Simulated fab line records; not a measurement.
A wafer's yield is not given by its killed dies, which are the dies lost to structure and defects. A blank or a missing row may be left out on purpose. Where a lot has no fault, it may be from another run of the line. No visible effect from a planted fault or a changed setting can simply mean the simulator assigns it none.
Which tool was responsible? ; flow sky130 ; 39 wafers from 13 lots sampled at 3 of the route's 708 steps

## WHAT EACH GAUGE READ, for each wafer
SKY_LOCAL_INTERCONNECT_OVL_MEAS_12.
lot;measured;on;LOCAL_INTERCONNECT_OVL (nm)
L671;day 30 08:45;overlay-02;-1 -1 -3
L672;day 30 11:35;overlay-02;1 4 1
L673;day 31 05:14;overlay-02;1 -2 7
L674;day 31 18:24;overlay-01;2 -3 -8
L675;day 31 20:11;overlay-02;-5 1 -7
L679;day 33 10:14;overlay-01;4 2 2
L688;day 36 00:12;overlay-02;5 2 -8
L689;day 36 12:16;overlay-02;-7 5 -7
L690;day 36 16:05;overlay-02;-3 7 -4
L692;day 37 02:39;overlay-01;-8 1 0
L691;day 37 10:05;overlay-02;-2 4 0
L694;day 37 17:04;overlay-01;0 -5 -2
L693;day 37 18:08;overlay-02;1 -1 3

SKY_CONTACT_RS_MEAS_25: the measuring method here is four-point-probe.
lot;measured;on;CONTACT_W_RS (ohm/sq)
L671;day 31 15:05;film-metro-03;0.343 0.342 0.337
L672;day 31 18:30;film-metro-04;0.343 0.342 0.339
L673;day 32 11:16;film-metro-04;0.341 0.342 0.334
L674;day 33 00:05;film-metro-03;0.337 0.341 0.335
L675;day 33 02:14;film-metro-03;0.335 0.339 0.341
L679;day 34 15:27;film-metro-04;0.343 0.336 0.339
L688;day 37 04:46;film-metro-02;0.326 0.334 0.331
L689;day 37 16:16;film-metro-02;0.327 0.327 0.333
L690;day 37 20:43;film-metro-02;0.334 0.337 0.331
L692;day 38 06:13;film-metro-03;0.338 0.331 0.330
L691;day 38 14:07;film-metro-02;0.335 0.341 0.338
L694;day 38 21:37;film-metro-03;0.334 0.344 0.332
L693;day 38 22:35;film-metro-03;0.348 0.347 0.336

## EACH LOT AND THE TOOL THAT RAN IT (in order: tool; ch and the chambers of the sampled wafers; start)
lot;SKY_CONTACT_CVD_24
L671;cvd-w-01 ch 0,1, day 31 14:58
L672;cvd-w-01 ch 0, day 31 18:23
L673;cvd-w-02 ch 0,1, day 32 11:09
L674;cvd-w-02 ch 0,1, day 32 23:58
L675;cvd-w-01 ch 0,1, day 33 02:08
L679;cvd-w-02 ch 0,1, day 34 15:20
L688;cvd-w-02 ch 0,1, day 37 04:40
L689;cvd-w-02 ch 0,1, day 37 16:08
L690;cvd-w-01 ch 1, day 37 20:31
L692;cvd-w-01 ch 0,1, day 38 06:05
L691;cvd-w-02 ch 0,1, day 38 14:01
L694;cvd-w-02 ch 0,1, day 38 21:30
L693;cvd-w-02 ch 0,1, day 38 22:28
- SKY_CONTACT_CVD_24: deposits W, target thk 340 nm, time 102.12 s.

## WHAT THE TOOLS THEMSELVES READ (means of the sampled wafers that have a number; where no wafer has one, the mark that the record gives instead)
SKY_CONTACT_CVD_24.
lot;tool;heater-power-w (W)
L671;cvd-w-01;868
L672;cvd-w-01;901
L673;cvd-w-02;931
L674;cvd-w-02;916
L675;cvd-w-01;864
L679;cvd-w-02;920
L688;cvd-w-02;946
L689;cvd-w-02;929
L690;cvd-w-01;843
L692;cvd-w-01;859
L691;cvd-w-02;929
L694;cvd-w-02;934
L693;cvd-w-02;936

## THE ANSWER, worked out from the rows above alone
Rule: usual is defined by the lots themselves. Put in order of their means at a reading, lots are off if they are a third of the lots or fewer, leave a main group of 4 or more, and stand apart from it by a gap of 3 or more times the standard deviation of the main group's means; of several such gaps the widest counts. The tables above print the reading to a certain number of digits; a main group whose means all agree to those digits is not used. A lot without any number at a reading at which 4 lots or more have one is off too. Any other lot the step has rows for is counted as sound. The gauges are gone through in route order, then the tools' own readings, and for those a lot's mean is taken as printed above. The first step at which some lot is off is used, and at that step the reading that is off furthest; a lot without a number counts as furthest.
None of the lots is off at any reading shown; this tells nothing.

## WHAT THE SIMULATOR HAD PUT IN
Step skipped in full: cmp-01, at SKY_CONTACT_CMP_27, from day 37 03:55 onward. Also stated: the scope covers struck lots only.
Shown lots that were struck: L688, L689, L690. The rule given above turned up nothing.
